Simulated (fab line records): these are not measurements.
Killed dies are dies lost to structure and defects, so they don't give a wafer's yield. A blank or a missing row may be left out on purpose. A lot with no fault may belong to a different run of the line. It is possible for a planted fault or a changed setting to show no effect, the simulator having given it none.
A struck lot beside a sound one || flow gf180mcu || 15 out of 602 route steps
Sound: the wafers L392.2, L392.4, L392.5. Struck: wafers L400.2, L400.3, L400.4. The cause comes at the end.
Per side, at each step with rows, come the tool, then ch with its chambers, and then its first start. Under that, the readings that differ: sound wafers || struck wafers || difference of the means || sigmas: that difference in standard deviations of wafers without a fault.
alike: a reading whose means differ by less than 2 such deviations, as well as words and numbers matching on both sides. not compared: withheld readings; readings where some wafer has no value; bounds like >300 that might hide an equal value; numbers whose values overlap and for which the record gives no deviation.
Wherever a step has rows on one side only, a row that says differs or no value, or a row with sigmas, the two part there. Non-overlapping numbers with no deviation appear without sigmas and do not part them. A reading missing from all wafers of one side parts the sides only when that side holds two or more wafers.

first, 3 steps without rows for these wafers: GF_HV_LDD_EXPOSE_16 (exposes mask Pplus LV AREA, target cd 400 nm); GF_HV_LDD_PEB_17; GF_HV_LDD_DEVELOP_18 (develop time 57.12 s).
GF_HV_LDD_CD_MEAS_19: target cd 400 nm.
  struck on cdSem-01, day 16 07:26; sound on cdSem-02, day 13 17:50
  alike: cdNm
GF_HV_LDD_OVL_MEAS_20:
  struck on overlay-01, day 16 07:33; sound on overlay-01, day 13 17:57
  alike: HV_LDD_01_OVL
then, 1 step without rows for these wafers: GF_HV_LDD_IMPLANT_21.
GF_HV_LDD_STRIP_22: strips in O2/N2.
  sound on plasmaAsher-03 ch 0,1, day 13 18:08; struck on plasmaAsher-02 ch 0,1, day 16 07:44
{"reading": "drypumpMotorCurrentA (A)", "sound": "5.6 5.6 5.6", "struck": "6.6 6.3 6.6", "difference": "+0.9", "sigmas": "+2"}
  alike: heaterPowerW, oesProductAu, stripTimeToEndpointS
  not compared: rfHoursCounterH
GF_HV_LDD_TW_MEAS_23:
  struck on filmMetro-04, day 16 07:50; sound on filmMetro-01, day 13 18:14
  alike: HV_LDD_2_TW
then, 4 steps without rows for these wafers: GF_HV_LDD_DEHYDRATE_24 (time 60 s); GF_HV_LDD_HMDS_25 (prime time 60 s); GF_HV_LDD_COAT_26 (resist thk 1000 nm); GF_HV_LDD_SOFTBAKE_27 (time 60 s).
GF_HV_LDD_EXPOSE_28: exposes mask Nplus HV AREA, target cd 400 nm.
  sound on ilineStepper-01 ch 0, day 14 04:50; struck on ilineStepper-01 ch 0, day 16 19:13
{"reading": "exposureDoseMJCm2", "sound": "139.89 139.98 140.11", "struck": "143.87 143.96 143.76", "difference": "+3.87", "sigmas": "+30"}
  alike: mask
then, 2 steps without rows for these wafers: GF_HV_LDD_PEB_29; GF_PASSIVATION_PROBE_99.

WHERE THEY PART
First at GF_HV_LDD_STRIP_22; last, within this record, at GF_HV_LDD_EXPOSE_28.

WHY: whatever the simulator had introduced
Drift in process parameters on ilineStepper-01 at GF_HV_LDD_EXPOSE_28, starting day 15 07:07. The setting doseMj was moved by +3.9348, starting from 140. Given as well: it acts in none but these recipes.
